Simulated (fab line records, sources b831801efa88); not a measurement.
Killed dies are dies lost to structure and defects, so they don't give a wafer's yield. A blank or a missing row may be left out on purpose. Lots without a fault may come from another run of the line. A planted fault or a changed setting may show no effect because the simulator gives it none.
One fault seen from 2 desks | flow gf180mcu | each desk has only its own numbers; what lay behind them comes last

THE METROLOGY DESK
What the gauges read, lot by lot, whatever tool the lot ran on: means of the sampled wafers that have a number. A lot is out of limits, marked OUT, if its mean lies more than 4 standard deviations from the usual mean; the brackets give that distance.
Columns: A = VT_IMPLANT_03_OVL at GF_VT_IMPLANT_OVL_MEAS_40, usual -0.2 nm; B = M1_ALCU_RS at GF_M1_RS_MEAS_05, usual 0.0692 ohm/sq; C = M2_ALCU_THK at GF_M2_THK_MEAS_06, usual 455 nm
lot  | first seen here | A                       | B      | C
L824 | day 8 07:33     | -1.6                    | 0.0686 | 458
L825 | day 8 09:14     | -2.1                    | 0.0694 | 462
L826 | day 8 20:00     | 0.5                     | 0.0684 | 455
L827 | day 8 20:35     | -1.0                    | 0.0685 | 460
L828 | day 8 22:26     | 0.3                     | 0.0685 | 455
L830 | day 9 10:02     | 0.4                     | 0.0695 | 450
L832 | day 9 21:50     | -1.6                    | 0.0696 | 459
L836 | day 10 21:29    | -0.9                    | 0.0698 | 450
L837 | day 11 03:18    | -0.8                    | 0.0689 | 456
L838 | day 11 08:23    | 182.8 (+99 or more) OUT | -      | -
L840 | day 11 23:00    | 181.6 (+99 or more) OUT | -      | -
L841 | day 12 03:22    | 181.5 (+99 or more) OUT | -      | -
L844 | day 12 23:57    | 0.1                     | 0.0694 | 453
L847 | day 13 16:54    | 0.1                     | 0.0686 | 451
This desk's finding: out of limits on L838, L840, L841; first on L838, day 11 08:23 (VT_IMPLANT_03_OVL at GF_VT_IMPLANT_OVL_MEAS_40). In limits: L824, L825, L826, L827, L828, L830, L832, L836, L837, L844, L847.

THE TOOL OWNER'S DESK: iline_stepper-02
The tool's own readings at GF_VT_IMPLANT_EXPOSE_37 (exposes mask Nwell HV AREA, target cd 860 nm): means of the sampled wafers that have a number, for each lot that ran on this tool. A lot is out of limits, marked OUT, if its mean lies more than 4 standard deviations from the usual mean; the brackets give that distance.
Columns: A = exposure_dose_mJ_cm2 at GF_VT_IMPLANT_EXPOSE_37, usual 139.99
lot  | first seen here | A
L825 | day 8 01:41     | 139.99
L827 | day 8 12:56     | 140.26
L828 | day 8 14:41     | 139.95
L830 | day 9 02:08     | 139.83
L838 | day 10 23:31    | 139.98
L840 | day 11 14:17    | 139.96
L841 | day 11 17:56    | 139.94
This desk's finding: nothing out of limits on any of the 7 lots.

PUT TOGETHER
The metrology desk could have raised an alarm at day 11 08:23, on L838, L840, L841.
The tool owner's desk saw nothing out of limits.
The tool owner's desk has L838, L840, L841 on record, within its limits.
Of the lots named, all ran GF_VT_IMPLANT_EXPOSE_37 on iline_stepper-02.

WHAT THE SIMULATOR HAD PUT IN
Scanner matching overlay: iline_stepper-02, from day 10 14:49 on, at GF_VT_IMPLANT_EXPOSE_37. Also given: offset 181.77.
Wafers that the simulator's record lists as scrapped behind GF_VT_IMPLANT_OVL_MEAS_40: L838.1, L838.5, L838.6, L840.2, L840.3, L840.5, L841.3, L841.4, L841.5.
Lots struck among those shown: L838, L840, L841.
Hours from the fault's start to each desk's first reading out of limits: the metrology desk, 18.
